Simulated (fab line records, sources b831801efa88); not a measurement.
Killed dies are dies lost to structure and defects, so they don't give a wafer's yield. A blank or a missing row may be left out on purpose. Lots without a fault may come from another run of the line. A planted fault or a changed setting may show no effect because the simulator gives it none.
fab line records | flow sky130
record lots=6 wafers=18 last_day=50
route steps=708 shown FIELD_ISO@5 PAD_OPEN@708
lots that met no fault: from a run of the same line without faults
start_h: hours from the record's first day to the start of the lot's first wafer shown | wait_h: hours since the lot's step before | " the same as in the row above | L1.1+2: a row that stands for several wafers | - no value, or no start given | * or withheld: withheld | < > ~ a bound
route shown NAME@n: a module of which the file shows steps, and the number in the route of the first | usual: mean/standard deviation of fault-free wafers | same: alike in all rows | chamber/n: place in a boat | sites: the reading at each site | _std_site: their standard deviation | _edge_site: outer sites' mean less inner sites' | radius_mm: how far each site lies from the wafer's centre | mask NAME#n: copy n | behind: the tool/chamber that last shaped the wafer | hold: why the lot was held/for how many hours/how that ended | device: the transistor (n, p or np) that didn't switch | end of line: the same wafers' tests at the end of the route | a step without rows: its recipe alone | killed: dies lost to structure and defects at the first sort, not the wafer's yield | map: a wafer's dies, x killed, . not, _ none there
set.NAME: the setting as run; set.NAME@STEP: as run at that earlier step | model.NAME: the simulator's own value behind a step, which no gauge read
lots at some steps of the route; a table a step, a row a wafer
services: from which hour (start_h, from the record's first day; less than 0 if before it) a tool's chamber was out of use, for how many hours, and why
## steps
# step SKY_FIELD_ISO_THK_MEAS_04
# recipe reads=Si3N4_of_FIELD_ISO_CVD_03
# usual FIELD_ISO_CVD_03_THK=165.5/1.6
# columns lot.wafer tool chamber start_h wait_h FIELD_ISO_CVD_03_THK[nm]
L764.1 film_metro-02 - 44.40 0.0 166.2
L764.2 " - " " 166.6
L764.5 " - " " 167.4
L768.4 film_metro-02 - 65.02 0.0 164.6
L768.5 " - " " 166.5
L768.6 " - " " 164.9
L772.1 film_metro-03 - 89.45 0.0 166.3
L772.2 " - " " 168.6
L772.4 " - " " 167.2
L775.1 film_metro-01 - 99.29 0.0 162.4
L775.5 " - " " 164.1
L775.6 " - " " 164.0
L777.2 film_metro-03 - 109.95 0.0 164.2
L777.4 " - " " 163.3
L777.5 " - " " 163.9
L778.3 film_metro-02 - 115.94 0.0 166.1
L778.5 " - " " 165.6
L778.6 " - " " 164.4
# step SKY_FIELD_ISO_DEHYDRATE_05
# recipe temp_c=200 time_s=60
# step SKY_FIELD_ISO_HMDS_06
# recipe prime_time_s=60 prime_temp_c=120
# step SKY_FIELD_ISO_COAT_07
# recipe resist=BARC temp_c=withheld time_s=withheld spin_rpm=3000 resist_thk_nm=60
# step SKY_FIELD_ISO_COAT_08
# recipe resist=KrF-thick spin_rpm=3000 resist_thk_nm=450
# step SKY_FIELD_ISO_SOFTBAKE_09
# recipe temp_c=100 time_s=90 resist=KrF-thick
# step SKY_FIELD_ISO_EXPOSE_10
# recipe mask_id=FOM na=0.68 source_shape=annular sigma_inner=0.4 sigma_outer=0.8 target_cd_nm=150 dose_mj=28
# step SKY_FIELD_ISO_PEB_11
# recipe peb_temp_c=withheld peb_time_s=withheld resist=KrF-thick
# step SKY_FIELD_ISO_DEVELOP_12
# recipe develop_time_s=60 resist=KrF-thick dev_temp_c=21
# step SKY_FIELD_ISO_CD_MEAS_13
# recipe target_cd_nm=150
# usual cd_nm=150.0/1.7
# columns lot.wafer tool chamber start_h wait_h cd_nm
L764.1 cd_sem-02 - 60.85 - 152.3
L764.2 " - " " 149.5
L764.5 " - " " 150.0
L768.4 cd_sem-01 - 82.03 - 150.5
L768.5 " - " " 149.7
L768.6 " - " " 150.8
L772.1 cd_sem-02 - 106.77 - 146.5
L772.2 " - " " 147.1
L772.4 " - " " 147.5
L775.1 cd_sem-02 - 117.85 - 150.3
L775.5 " - " " 149.0
L775.6 " - " " 150.2
L777.2 cd_sem-02 - 127.69 - 153.6
L777.4 " - " " 153.9
L777.5 " - " " 153.0
L778.3 cd_sem-01 - 135.39 - 151.9
L778.5 " - " " 150.3
L778.6 " - " " 151.6
# step SKY_FIELD_ISO_ETCH_14
# recipe chemistry=N2/H2 target=BARC ion_energy_ev=200 source_w=500 bias_w=100 pressure_mtorr=30 n2_flow_sccm=100 h2_flow_sccm=200 stop_on=SiO2 time_s=45.9 target_depth_a=600
# usual drypump_motor_current_A=6.2/0.38 oes_product_au=0.854/0.0051 throttle_valve_pct=13.225/0.0094
# columns lot.wafer tool chamber start_h wait_h drypump_motor_current_A oes_product_au rf_hours_counter_h throttle_valve_pct
L764.1 rie_diel-01 3 60.97 0.1 6.0 0.856 120 13.219
L764.2 " 0 " " 6.7 0.853 35 13.221
L764.5 " 1 " " 5.8 0.860 - 13.225
L768.4 rie_diel-03 0 82.09 0.0 5.6 0.866 6 13.220
L768.5 " 1 " " 6.8 0.859 - 13.231
L768.6 " 0 " " 5.6 0.863 - 13.237
L772.1 rie_diel-04 0 106.89 0.1 6.1 0.852 50 13.218
L772.2 " 1 " " 6.7 0.854 114 13.235
L772.4 " 3 " " 6.1 0.851 88 13.209
L775.1 rie_diel-04 3 117.97 0.1 6.1 0.845 88 13.220
L775.5 " 2 " " 6.1 0.856 - 13.224
L775.6 " 3 " " 6.1 0.853 - 13.223
L777.2 rie_diel-01 3 127.79 0.1 6.0 0.850 121 13.227
L777.4 " 0 " " 6.7 0.857 37 13.215
L777.5 " 1 " " 5.8 0.855 - 13.231
L778.3 rie_diel-01 3 135.47 0.1 6.0 0.848 121 13.217
L778.5 " 3 " " 6.0 0.857 - 13.235
L778.6 " 2 " " 6.4 0.852 - 13.220
# step SKY_FIELD_ISO_ETCH_15
# recipe chemistry=CHF3/O2 target_depth_nm=180 stop_on=Si source_w=600 bias_w=200 pressure_mtorr=40 chf3_flow_sccm=50 O2_flow_sccm=5 time_s=72
# usual drypump_motor_current_A=6.2/0.37 oes_product_au=0.948/0.0073 throttle_valve_pct=8.845/0.0093
# columns lot.wafer tool chamber start_h wait_h drypump_motor_current_A oes_product_au rf_hours_counter_h throttle_valve_pct
L764.1 rie_diel-01 3 61.01 0.0 6.0 0.949 120 8.841
L764.2 " 0 " " 6.7 0.952 35 8.833
L764.5 " 1 " " 5.8 0.954 - 8.853
L768.4 rie_diel-03 0 82.14 0.0 5.6 0.945 6 8.853
L768.5 " 1 " " 6.8 0.954 - 8.844
L768.6 " 0 " " 5.6 0.953 - 8.845
L772.1 rie_diel-04 0 106.94 0.0 6.1 0.946 50 8.864
L772.2 " 1 " " 6.7 0.949 115 8.861
L772.4 " 3 " " 6.1 0.953 88 8.837
L775.1 rie_diel-04 3 118.01 0.0 6.1 0.936 88 8.850
L775.5 " 2 " " 6.1 0.935 - 8.858
L775.6 " 3 " " 6.1 0.942 - 8.838
L777.2 rie_diel-01 3 127.84 0.0 6.0 0.952 121 8.841
L777.4 " 0 " " 6.7 0.941 37 8.853
L777.5 " 1 " " 5.8 0.941 - 8.834
L778.3 rie_diel-01 3 135.51 0.0 5.9 0.950 121 8.838
L778.5 " 3 " " 6.0 0.946 - 8.839
L778.6 " 2 " " 6.4 0.942 - 8.851
# step SKY_FIELD_ISO_STRIP_16
# recipe chemistry=O2/N2 power_w=1400 pressure_mtorr=1500 platen_temp_c=withheld o2_flow_sccm=3000 n2_flow_sccm=300 overash_fraction=0.5
# usual chamber_pressure_mTorr=1500.0/1.3 drypump_motor_current_A=5.9/0.53 oes_product_au=0.377/0.0051 strip_time_to_endpoint_s=3.54/0.034
# columns lot.wafer tool chamber start_h wait_h chamber_pressure_mTorr drypump_motor_current_A oes_product_au rf_hours_counter_h strip_time_to_endpoint_s model.KrF-thick_of_FIELD_ISO_COAT_08.thk_nm
L764.1 plasma_asher-02 1 61.07 0.0 1501.2 6.6 0.379 34 3.50 0
L764.2 " 0 " " 1499.6 5.1 0.373 34 3.53 0
L764.5 " 1 " " 1500.8 6.5 0.370 - 3.49 0
L768.4 plasma_asher-02 1 82.23 0.1 1500.4 6.7 0.383 - 3.58 0
L768.5 " 1 " " 1503.0 6.7 0.371 - 3.52 0
L768.6 " 0 " " 1499.8 5.1 0.379 - 3.59 0
L772.1 plasma_asher-03 1 106.99 0.0 1498.0 5.7 0.375 43 3.63 0
L772.2 " 0 " " 1499.8 6.1 0.384 43 3.52 0
L772.4 " 0 " " 1500.0 6.0 0.378 - 3.49 0
L775.1 plasma_asher-01 1 118.07 0.0 1501.2 5.7 0.379 41 3.53 0
L775.5 " 0 " " 1501.2 6.5 0.377 - 3.55 0
L775.6 " 1 " " 1498.4 5.7 0.380 - 3.52 0
L777.2 plasma_asher-01 0 127.89 0.0 - - - - - 235.4
L777.4 " 0 " " - - - - - 236.9
L777.5 " 1 " " - - - - - 234.2
L778.3 plasma_asher-01 0 135.60 0.1 - - - - - 234.3
L778.5 " 1 " " - - - - - 235.4
L778.6 " 0 " " - - - - - 237
# step SKY_FIELD_ISO_ETCH_17
# recipe target_depth_a=3420 mask_material=Si3N4 chemistry=HBr/Cl2/O2 target=Si taper_deg=5 icp_w=600 bias_w=150 pressure_mtorr=15 HBr_flow_sccm=150 Cl2_flow_sccm=40 O2_flow_sccm=6 time_s=97.7
# usual drypump_motor_current_A=5.7/0.35 oes_product_au=0.997/0.0097 throttle_valve_pct=25.659/0.011
# columns lot.wafer tool chamber start_h wait_h drypump_motor_current_A oes_product_au rf_hours_counter_h throttle_valve_pct model.KrF-thick_of_FIELD_ISO_COAT_08.thk_nm
L764.1 rie_si-02 0 61.17 0.1 6.1 1.000 61 25.672 0
L764.2 " 2 " " 6.1 0.994 90 25.652 0
L764.5 " 0 " " 6.1 0.992 - 25.668 0
L768.4 rie_si-02 0 82.29 0.0 6.1 0.990 61 25.664 0
L768.5 " 2 " " 6.1 0.976 - 25.669 0
L768.6 " 1 " " 5.7 1.004 - 25.659 0
L772.1 rie_si-01 0 107.09 0.1 5.4 0.996 57 25.643 0
L772.2 " 3 " " 5.8 0.980 103 25.666 0
L772.4 " 2 " " 5.5 0.995 1 25.657 0
L775.1 rie_si-02 1 118.17 0.1 5.7 1.008 63 25.646 0
L775.5 " 3 " " 6.0 1.004 - 25.667 0
L775.6 " 2 " " 6.1 1.000 - 25.665 0
L777.2 rie_si-02 3 127.99 0.1 6.0 1.007 2 25.643 120.1
L777.4 " 0 " " 6.1 1.011 61 25.656 121.5
L777.5 " 2 " " 6.1 0.989 - 25.680 121.4
L778.3 rie_si-02 0 135.67 0.0 6.2 0.995 61 25.668 121
L778.5 " 1 " " 5.7 1.008 - 25.655 120.4
L778.6 " 2 " " 6.1 0.986 - 25.652 125.8
# step SKY_FIELD_ISO_WET_ETCH_18
# recipe chemistry=H3PO4 target_depth_nm=25 temp_c=160 target=Si3N4 time_s=286
# step SKY_PAD_OPEN_PROBE_99
# usual killed_at_M0_to_M3=43/7.3 killed_at_M4_up=3.2/1.9 killed_at_contacts=25/5.4 killed_at_front_end=16/4.4 killed_at_other=0.4/0.66 killed_dies=87/11 killed_on_rim=17/4.2 killed_open=48/7.9 killed_short=39/6.5
# same gross_dies=492 killed_at_back_side=0
# columns lot.wafer tool chamber start_h wait_h killed_at_M0_to_M3 killed_at_M4_up killed_at_contacts killed_at_front_end killed_at_other killed_dies killed_on_rim killed_open killed_short
L764.1 prober-02 - 1129.66 0.1 42 5 33 16 0 96 19 62 34
L764.2 prober-02 - 1129.71 0.1 48 2 28 12 0 90 12 55 35
L764.5 prober-02 - 1129.86 0.2 39 5 32 17 0 93 19 44 49
L768.4 prober-02 - 1159.92 0.2 51 2 21 12 1 87 23 50 36
L768.5 prober-02 - 1159.97 0.2 37 1 25 17 1 81 18 45 35
L768.6 prober-02 - 1160.02 0.2 35 4 30 19 0 88 20 47 41
L772.1 prober-02 - 1174.83 0.1 42 5 24 10 0 81 14 42 39
L772.2 prober-02 - 1174.88 0.1 48 3 20 9 2 82 22 41 41
L772.4 prober-02 - 1174.98 0.2 32 2 27 20 0 81 16 50 31
L775.1 prober-01 - 1185.49 0.1 47 4 29 12 0 92 16 54 38
L775.5 prober-01 - 1185.69 0.2 47 4 31 28 1 111 21 67 44
L775.6 prober-01 - 1185.74 0.2 31 2 25 11 0 69 10 39 29
L777.2 prober-02 - 1189.51 0.1 37 2 23 429 1 492 96 43 35
L777.4 prober-02 - 1189.61 0.2 32 3 27 430 0 492 96 41 29
L777.5 prober-02 - 1189.66 0.2 30 4 19 439 0 492 96 33 36
L778.3 prober-02 - 1200.26 0.2 30 3 25 434 0 492 96 49 24
L778.5 prober-02 - 1200.36 0.2 43 5 29 415 0 492 96 51 44
L778.6 prober-02 - 1200.41 0.2 40 1 29 421 1 492 96 44 36
# killed by level:class
L764.1 CONTACT:geometric_particle:open=20 VIA1:geometric_particle:open=12 VIA2:geometric_particle:open=9 LI_CONTACT:geometric_particle:open=7 METAL1:geometric_particle:short=6 FIELD_ISO:geometric_particle:open=5 FIELD_ISO:geometric_particle:short=4 METAL4:geometric_particle:short=4
L764.2 VIA1:geometric_particle:open=18 LI_CONTACT:geometric_particle:open=12 CONTACT:geometric_particle:short=7 CONTACT:geometric_particle:open=7 METAL1:geometric_particle:short=5 METAL2:geometric_particle:short=5 VIA1:geometric_particle:short=4 METAL2:geometric_particle:open=4
L764.5 CONTACT:geometric_particle:open=11 LI_CONTACT:geometric_particle:open=9 VIA1:geometric_particle:short=9 VIA1:geometric_particle:open=8 METAL2:geometric_particle:short=7 FIELD_ISO:geometric_particle:short=6 CONTACT:geometric_particle:short=6 FIELD_ISO:geometric_particle:open=4
L768.4 CONTACT:geometric_particle:open=10 VIA3:geometric_particle:open=9 VIA1:geometric_particle:open=8 VIA2:geometric_particle:open=8 METAL1:geometric_particle:short=6 METAL3:geometric_particle:short=6 FIELD_ISO:geometric_particle:short=4 CONTACT:geometric_particle:short=4
L768.5 LI_CONTACT:geometric_particle:open=8 VIA1:geometric_particle:open=8 VIA3:geometric_particle:open=8 FIELD_ISO:geometric_particle:open=6 FIELD_ISO:geometric_particle:short=6 LOCAL_INTERCONNECT:geometric_particle:short=6 CONTACT:geometric_particle:open=6 VIA2:geometric_particle:open=5
L768.6 CONTACT:geometric_particle:open=10 FIELD_ISO:geometric_particle:short=8 LI_CONTACT:geometric_particle:open=8 VIA1:geometric_particle:open=8 CONTACT:geometric_particle:short=6 VIA2:geometric_particle:open=6 FIELD_ISO:geometric_particle:open=4 LOCAL_INTERCONNECT:geometric_particle:short=4
L772.1 CONTACT:geometric_particle:short=8 LI_CONTACT:geometric_particle:open=7 METAL1:geometric_particle:short=7 VIA1:geometric_particle:open=7 FIELD_ISO:geometric_particle:open=6 VIA1:geometric_particle:short=6 VIA2:geometric_particle:open=6 VIA3:geometric_particle:open=6
L772.2 CONTACT:geometric_particle:open=9 VIA3:geometric_particle:open=8 VIA2:geometric_particle:open=7 CONTACT:geometric_particle:short=6 METAL1:geometric_particle:short=6 METAL2:geometric_particle:short=5 LOCAL_INTERCONNECT:geometric_particle:short=4 METAL1:geometric_particle:open=4
L772.4 VIA2:geometric_particle:open=10 POLY_GATE:geometric_particle:open=8 VIA3:geometric_particle:open=8 FIELD_ISO:geometric_particle:short=7 CONTACT:geometric_particle:open=7 CONTACT:geometric_particle:short=6 LI_CONTACT:geometric_particle:open=4 LOCAL_INTERCONNECT:geometric_particle:short=4
L775.1 VIA1:geometric_particle:open=12 CONTACT:geometric_particle:open=10 METAL1:geometric_particle:short=8 LI_CONTACT:geometric_particle:open=7 METAL2:geometric_particle:short=7 VIA2:geometric_particle:open=5 FIELD_ISO:geometric_particle:short=4 METAL1:geometric_particle:open=4
L775.5 CONTACT:geometric_particle:open=14 VIA2:geometric_particle:open=14 VIA1:geometric_particle:open=12 FIELD_ISO:geometric_particle:short=11 LI_CONTACT:geometric_particle:open=9 FIELD_ISO:geometric_particle:open=6 POLY_GATE:geometric_particle:short=6 METAL1:geometric_particle:short=5
L775.6 VIA1:geometric_particle:open=11 LI_CONTACT:geometric_particle:open=9 CONTACT:geometric_particle:open=6 POLY_GATE:geometric_particle:open=4 LOCAL_INTERCONNECT:geometric_particle:short=4 METAL1:geometric_particle:short=4 FIELD_ISO:geometric_particle:short=3 LI_CONTACT:geometric_particle:short=3
L777.2 FIELD_ISO:area_oxidation=414 LI_CONTACT:geometric_particle:open=11 VIA2:geometric_particle:open=7 METAL2:geometric_particle:short=6 FIELD_ISO:geometric_particle:open=6 METAL1:geometric_particle:short=6 VIA1:geometric_particle:open=6 CONTACT:geometric_particle:open=5
L777.4 FIELD_ISO:area_oxidation=422 CONTACT:geometric_particle:open=12 VIA2:geometric_particle:open=8 LI_CONTACT:geometric_particle:open=6 VIA1:geometric_particle:open=5 METAL1:geometric_particle:short=4 VIA3:geometric_particle:open=4 VIA3:geometric_particle:short=4
L777.5 FIELD_ISO:area_oxidation=423 CONTACT:geometric_particle:open=7 VIA1:geometric_particle:open=6 METAL2:geometric_particle:short=6 FIELD_ISO:geometric_particle:open=4 POLY_GATE:geometric_particle:short=4 CONTACT:geometric_particle:short=4 METAL1:geometric_particle:short=4
L778.3 FIELD_ISO:area_oxidation=419 CONTACT:geometric_particle:open=11 VIA1:geometric_particle:open=9 VIA2:geometric_particle:open=8 LI_CONTACT:geometric_particle:open=7 VIA3:geometric_particle:short=5 POLY_GATE:geometric_particle:short=4 CONTACT:geometric_particle:short=4
L778.5 FIELD_ISO:area_oxidation=396 CONTACT:geometric_particle:open=14 LI_CONTACT:geometric_particle:open=10 METAL2:geometric_particle:short=10 POLY_GATE:geometric_particle:short=7 VIA2:geometric_particle:open=7 VIA1:geometric_particle:open=6 VIA3:geometric_particle:open=6
L778.6 FIELD_ISO:area_oxidation=412 CONTACT:geometric_particle:open=11 VIA3:geometric_particle:open=9 LI_CONTACT:geometric_particle:open=8 METAL3:geometric_particle:short=6 METAL2:geometric_particle:short=5 VIA1:geometric_particle:open=5 LI_CONTACT:geometric_particle:short=4
# map L777.2 (x killed, . not)
__________xxxxxxxxxx_________
________xxxxxxxxxxxxxx_______
______xxxxxxxxxxxxxxxxxx_____
_____xxxxxxxxxxxxxxxxxxxx____
____xxxxxxxxxxxxxxxxxxxxxx___
___xxxxxxxxxxxxxxxxxxxxxxxx__
__xxxxxxxxxxxxxxxxxxxxxxxxxx_
_xxxxxxxxxxxxxxxxxxxxxxxxxxxx
_xxxxxxxxxxxxxxxxxxxxxxxxxxxx
_xxxxxxxxxxxxxxxxxxxxxxxxxxxx
_xxxxxxxxxxxxxxxxxxxxxxxxxxxx
_xxxxxxxxxxxxxxxxxxxxxxxxxxxx
_xxxxxxxxxxxxxxxxxxxxxxxxxxxx
_xxxxxxxxxxxxxxxxxxxxxxxxxxxx
_xxxxxxxxxxxxxxxxxxxxxxxxxxxx
__xxxxxxxxxxxxxxxxxxxxxxxxxx_
___xxxxxxxxxxxxxxxxxxxxxxxx__
____xxxxxxxxxxxxxxxxxxxxxx___
_____xxxxxxxxxxxxxxxxxxxx____
______xxxxxxxxxxxxxxxxxx_____
________xxxxxxxxxxxxxx_______
__________xxxxxxxxxx_________
# map L778.3 (x killed, . not)
__________xxxxxxxxxx_________
________xxxxxxxxxxxxxx_______
______xxxxxxxxxxxxxxxxxx_____
_____xxxxxxxxxxxxxxxxxxxx____
____xxxxxxxxxxxxxxxxxxxxxx___
___xxxxxxxxxxxxxxxxxxxxxxxx__
__xxxxxxxxxxxxxxxxxxxxxxxxxx_
_xxxxxxxxxxxxxxxxxxxxxxxxxxxx
_xxxxxxxxxxxxxxxxxxxxxxxxxxxx
_xxxxxxxxxxxxxxxxxxxxxxxxxxxx
_xxxxxxxxxxxxxxxxxxxxxxxxxxxx
_xxxxxxxxxxxxxxxxxxxxxxxxxxxx
_xxxxxxxxxxxxxxxxxxxxxxxxxxxx
_xxxxxxxxxxxxxxxxxxxxxxxxxxxx
_xxxxxxxxxxxxxxxxxxxxxxxxxxxx
__xxxxxxxxxxxxxxxxxxxxxxxxxx_
___xxxxxxxxxxxxxxxxxxxxxxxx__
____xxxxxxxxxxxxxxxxxxxxxx___
_____xxxxxxxxxxxxxxxxxxxx____
______xxxxxxxxxxxxxxxxxx_____
________xxxxxxxxxxxxxx_______
__________xxxxxxxxxx_________
## services
# columns tool chamber start_h hours kind
plasma_asher-01 - 47.82 15.6 pm
rie_diel-04 0 53.95 3.6 repair
rie_diel-03 - 59.35 0.8 repair
rie_si-02 1 105.84 2.9 repair
plasma_asher-02 - 108.75 9.0 pm
plasma_asher-02 0 108.75 9.0 vent_cycle
plasma_asher-02 1 108.75 9.0 vent_cycle
rie_si-02 - 115.72 0.4 repair
plasma_asher-02 0 117.75 - clean
plasma_asher-02 1 117.75 - clean
rie_si-02 - 123.53 2.8 pm
rie_diel-04 2 135.39 4.5 repair
## key
first_sign step=SKY_FIELD_ISO_STRIP_16 reading=tool_record direction=missing
effect step=SKY_PAD_OPEN_PROBE_99 reading=killed_at_front_end direction=up sigmas=95 usual=16 struck=428
model_effect step=SKY_FIELD_ISO_STRIP_16 value=KrF-thick_of_FIELD_ISO_COAT_08.thk_nm without=0 struck=235.5
model_effect step=SKY_FIELD_ISO_ETCH_17 value=KrF-thick_of_FIELD_ISO_COAT_08.thk_nm without=0 struck=121.7
more_kills_born_at SKY_FIELD_ISO_OXIDATION_22@furnace-02=2486
met_at SKY_FIELD_ISO_STRIP_16
struck_wafers L777.2,L777.4,L777.5,L778.3,L778.5,L778.6
later_rows_left_out L777.2,L777.4,L777.5,L778.3,L778.5,L778.6
tester_left_out L777,L778
onset_between 118.07 127.89
fault kind=skipped_step_whole tool=plasma_asher-01 chamber=- onset_h=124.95 steps=SKY_FIELD_ISO_STRIP_16 scope=struck_lots_only
# tester_left_out: of these lots the tester's yield and bins aren't shown, on N5 and GAA mostly nor the transistor test; their killed dies are dies lost to structure and defects alone, not to doping, threshold or leakage, so they don't give the yield
# later_rows_left_out: the simulator's readings of these wafers behind a module that went badly wrong aren't trusted and aren't shown, but for the sort
